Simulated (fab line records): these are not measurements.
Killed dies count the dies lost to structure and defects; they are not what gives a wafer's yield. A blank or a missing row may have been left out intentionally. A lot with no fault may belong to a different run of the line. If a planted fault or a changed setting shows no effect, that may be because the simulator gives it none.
A lot that was struck, set against a sound lot ; flow sfq_line ; 21 steps out of a route of 325
Sound: these wafers, L926.2, L926.4, L926.6. Wafers struck: L935.3, L935.4, L935.6. The cause is given at the end.
For every step that has rows: the tool of each side, followed by ch and its chambers, followed by its first start. Under that, the readings that differ: sound wafers ; struck wafers ; difference of the means ; sigmas: that difference in standard deviations of wafers without a fault.
alike: readings whose means differ by less than 2 such deviations, and words and numbers that are the same on both sides. not compared: withheld readings, readings that some wafer has no value for, bounds like >300 that may hide the same value, and numbers for which the record gives no deviation and whose values overlap.
Wherever a step has rows on one side only, a row that says differs or no value, or a row with sigmas, the two part there. Numbers that have no deviation but don't overlap get no sigmas and don't part them. A reading that every wafer of one side lacks parts them only if that side has two wafers or more.

first, 3 steps without rows for these wafers: SFQ_TRILAYER_M1_LITHO_EXPOSE_040 (exposes mask M1, target cd 500 nm); SFQ_TRILAYER_M1_LITHO_PEB_042 (peb time 60 s); SFQ_TRILAYER_M1_LITHO_DEVELOP_041 (time 60 s).
SFQ_M1_OVL_MEAS_911:
  struck on overlay-02, day 17 09:40; sound on overlay-01, day 14 21:13
  alike: M1_OVL
SFQ_TRILAYER_M1_BARC_OPEN_METAL_ETCH_054: etches BARC in O2, target depth 125 nm, time 41.7 s.
  sound on rie_metal-03 ch 1, day 14 21:15; struck on rie_metal-04 ch 0,1, day 17 09:43
reading;sound;struck;difference;sigmas
drypump_motor_current_A (A);5.43 5.42 5.42;4.89 5.05 5.07;-0.42;-2
  alike: oes_product_au, rf_fwd_power_W
  not compared: rf_hours_counter_h
SFQ_TRILAYER_M1_ETCH_METAL_ETCH_042: etches Nb in Cl2/Ar, stops on SiO2, target depth 240 nm, time 120 s.
  sound on rie_metal-03 ch 1, day 14 21:19; struck on rie_metal-04 ch 0,1, day 17 09:47
reading;sound;struck;difference;sigmas
drypump_motor_current_A (A);5.41 5.41 5.41;4.88 5.05 5.05;-0.42;-2
  alike: oes_product_au, rf_fwd_power_W
  not compared: rf_hours_counter_h
then, 3 steps without rows for these wafers: SFQ_TRILAYER_M1_STRIP_STRIP_043 (strips in O2); SFQ_TRILAYER_M1_STRIP_SOLV_CLEAN_044 (cleans in NMP, time 600 s); SFQ_TRILAYER_I1_DEP_PECVD_045 (deposits SiO2 from SiH4/N2O, time 111.11 s, target thk 500 nm).
SFQ_TRILAYER_I1_CMP_CMP_046: polishes SiO2.
  sound on cmp-02 ch 2,3, day 14 23:59; struck on cmp-02 ch 0,2,3, day 17 13:56
  alike: motor_current_A, slurry_filter_dp_kPa, time_to_endpoint_s
SFQ_I1_BOW_MEAS_912:
  struck on film_metro-04, day 17 16:28; sound on film_metro-03, day 15 03:00
  alike: I1_BOW
SFQ_TRILAYER_I1_METRO_MEASURE_047:
  struck on film_metro-04, day 17 16:57; sound on film_metro-03, day 15 03:18
  alike: thk_nm
SFQ_TRILAYER_I1_VIA_LITHO_COAT_054: resist thk 62 nm.
  sound on litho_track-01 ch 0, day 15 04:21; struck on litho_track-01 ch 0, day 17 17:51
reading;sound;struck;difference;sigmas
spin_speed_rpm (rpm);2999.8 3001.6 3000.9;2860.1 2854.7 2857.0;-143.5;-72
model.BARC_of_TRILAYER_I1_VIA_LITHO_COAT_054.thk_nm (nm);61.99 61.96 61.88;63.47 63.57 63.48;+1.56;
then, 5 steps without rows for these wafers: SFQ_TRILAYER_I1_VIA_LITHO_COAT_049 (resist thk 650 nm); SFQ_TRILAYER_I1_VIA_LITHO_SOFTBAKE_053; SFQ_TRILAYER_I1_VIA_LITHO_EXPOSE_050 (exposes mask I1, target cd 500 nm); SFQ_TRILAYER_I1_VIA_LITHO_PEB_052 (peb time 60 s); SFQ_TRILAYER_I1_VIA_LITHO_DEVELOP_051 (time 60 s).
-- the record jumps here: 3 days lie between the struck wafers' starts before and after --
SFQ_I1_OVL_MEAS_913:
  struck on overlay-02, day 20 12:42; sound on overlay-01, day 17 16:50
  alike: I1_OVL
SFQ_TRILAYER_I1_VIA_BARC_OPEN_VIA_ETCH_071: etches BARC in O2, target depth 125 nm, time 41.7 s.
  sound on rie_diel-03 ch 0,1,2, day 17 16:52; struck on rie_diel-02 ch 0,2,3, day 20 12:43
reading;sound;struck;difference;sigmas
oes_product_au (a.u.);0.683 0.688 0.678;0.696 0.689 0.695;+0.010;+2
model.etch.depth_nm (nm);61.99 61.96 61.88;63.47 63.57 63.48;+1.56;
  alike: drypump_motor_current_A, rf_fwd_power_W
  not compared: rf_hours_counter_h
SFQ_TRILAYER_I1_VIA_ETCH_VIA_ETCH_052: etches SiO2 in CHF3, stops on Nb, target depth 260 nm.
  sound on rie_diel-03 ch 0,1,2, day 17 16:55; struck on rie_diel-02 ch 0,2,3, day 20 12:46
  alike: drypump_motor_current_A, oes_product_au, rf_fwd_power_W

== WHERE THEY PART ==
At SFQ_TRILAYER_M1_BARC_OPEN_METAL_ETCH_054 first; at SFQ_TRILAYER_I1_VIA_BARC_OPEN_VIA_ETCH_071 last (within this record only). Later steps at which nothing parts them and some readings are alike: SFQ_TRILAYER_I1_VIA_ETCH_VIA_ETCH_052.

WHY: whatever the simulator had introduced
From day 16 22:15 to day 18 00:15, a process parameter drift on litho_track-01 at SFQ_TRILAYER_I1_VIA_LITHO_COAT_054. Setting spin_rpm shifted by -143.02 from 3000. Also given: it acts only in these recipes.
